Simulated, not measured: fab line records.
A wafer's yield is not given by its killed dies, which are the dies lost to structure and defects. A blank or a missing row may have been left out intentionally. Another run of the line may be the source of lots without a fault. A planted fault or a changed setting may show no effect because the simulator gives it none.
Code-filled problem report in 8D (eight disciplines) form :: flow gf180mcu :: the parts of the form that need people (team, actions taken, sign-off) are left out

## 1. WHAT WENT WRONG
Mean of cd nm at GF_V2_CD_MEAS_14: 273.1 nm across 6 wafers in 2 lots; on wafers with no fault it is 259.7 nm (standard deviation 0.98). Measured from the usual mean, that is +14 standard deviations.
The step: target cd 260 nm.
First seen on wafer L960.1, day 22 22:34, on cd sem-01. Wafers with a number at this step in the record: 39, from 13 lots. Rule for "out" (also "out of limits"): further than 4 standard deviations from the usual mean. The other wafers with a number count as sound.

## 2. WHAT IT IS; WHAT IT IS NOT
question: which readings at this step
is: cd nm
is not: -

question: which lots
is: L960, L961
is not: L954, L956, L958, L959, L962, L970, L972, L973, L974, L975, L976

question: which wafers of those lots
is: all that have a number
is not: -

question: read on which gauges
is: cd sem-01
is not: cd sem-02

question: when
is: from day 22 22:34
is not: up to then (12 sound wafers); but 21 sound wafers of L962, L970, L972, L973, L974, L975, L976 came after

## 3. WHAT RULES OUT EACH SUSPECT
Counting: any tool at a process step up to the reading is kept as a suspect provided that every lot that is out went through it and no sound lot did after the first of them.
- the gauge at GF_V2_CD_MEAS_14: kept. All the wafers that are out were read on cd sem-01, and no step on other tools shows them out.
- pvd sputter-02 at GF_M2_SPUTTER_03 (material Ti, target thk 10 nm, time 6.7 s): ruled out as a lasting fault. Sound lots L970, L976 ran on it after its first lot that is out, L960 (day 20 22:48).
- krf scanner-02 at GF_V2_EXPOSE_11 (exposes mask Via2, target cd 260 nm): ruled out as a lasting fault. Sound lots L973, L974 ran on it after its first lot that is out, L960 (day 22 10:59).
Remaining after the count: cd sem-01 at GF_V2_CD_MEAS_14.

## 4. THE CAUSE (what the simulator had put in)
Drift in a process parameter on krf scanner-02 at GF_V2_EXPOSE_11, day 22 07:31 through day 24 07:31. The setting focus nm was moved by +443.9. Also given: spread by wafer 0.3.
The count ruled it out by mistake, since the rule takes a fault to strike every lot its tool runs from the start of the fault on, and this one did not do so.

## 5. SEQUENCE OF EFFECTS, ordered by route
One row per reading whose mean, taken over the struck wafers that have a number, lies over 3 standard deviations from the usual. Only readings whose record carries a usual standard deviation are examined. hours: median over the lots of the time between each lot's start at the first step of this table that gives one and its start at this step. sigmas: the change, counted in usual standard deviations.
hours: 0
step: GF_V2_CD_MEAS_14
reading: cd nm
usual: 259.7 nm
on struck wafers: 273.1
change: +13.4
sigmas: +14

## 6. HOW IT WOULD HAVE BEEN CAUGHT EARLIER
In this record the first reading out of limits at a measuring or inspecting step was taken at day 22 22:34, 15 hours after the fault began at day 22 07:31.
